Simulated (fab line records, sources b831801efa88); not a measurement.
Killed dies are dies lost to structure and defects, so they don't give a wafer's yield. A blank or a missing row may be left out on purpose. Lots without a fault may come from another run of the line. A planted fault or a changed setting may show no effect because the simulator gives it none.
Chamber matching | flow gf180mcu | GF_STI_CMP_25 on cmp-02: 4 sister chambers
The step polishes, stops on Si3N4, t overpolish 33 s, target thk 524.6 nm. 8 wafers are shown with their chamber, then 11 later ones without.

WAFERS WITH THEIR CHAMBER
wafer  | chamber | motor_current_A (A) | time_to_endpoint_s (s)
L692.1 | 1       | 12.5                | 125
L693.1 | 0       | 11.0                | 117
L693.2 | 2       | 12.2                | 125
L693.6 | 0       | 10.7                | 123
L694.1 | 1       | 11.9                | 128
L694.4 | 3       | 13.3                | 134
L694.6 | 2       | 12.3                | 129
L697.1 | 3       | 13.0                | 134

WAFERS WITHOUT THEIR CHAMBER
wafer  | motor_current_A (A) | time_to_endpoint_s (s)
L697.4 | 12.6                | 121
L697.6 | 12.5                | 123
L699.1 | 12.4                | 129
L699.2 | 10.9                | 123
L699.5 | 11.1                | 127
L701.3 | 12.1                | 126
L701.4 | 12.8                | 127
L701.6 | 11.2                | 129
L703.1 | 11.6                | 133
L703.2 | 12.2                | 126
L703.6 | 12.8                | 133

WHICH CHAMBER EACH WENT THROUGH
wafer  | from the rows above          | in truth
L697.4 | can't be placed: 1 or 2      | 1
L697.6 | can't be placed: 1 or 2      | 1
L699.1 | can't be placed: 2 or 1      | 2
L699.2 | 0                            | 0
L699.5 | can't be placed: 0 or 1 or 2 | 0
L701.3 | can't be placed: 1 or 2      | 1
L701.4 | can't be placed: 2 or 1 or 3 | 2
L701.6 | can't be placed: 0 or 1 or 2 | 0
L703.1 | can't be placed: 1 or 2      | 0
L703.2 | can't be placed: 1 or 2      | 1
L703.6 | can't be placed: 3 or 2 or 1 | 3
Placed correctly: 1 of 11. Can't be placed from these rows: 10 (the true chamber is among the candidates in 9). Placed wrongly: 0.
How it was worked out, from the rows above alone: a wafer's distance from a chamber is the root of the sum, over the readings, of the square of ((its reading less the chamber's mean) divided by the reading's scatter). The wafer belongs to the nearest chamber; if the next one is less than 2 further off, it can't be placed. A chamber's mean is the mean of its shown wafers. The scatter: the root of (the sum of the squares of (reading less its chamber's mean) over the shown wafers, divided by (wafers less chambers)).
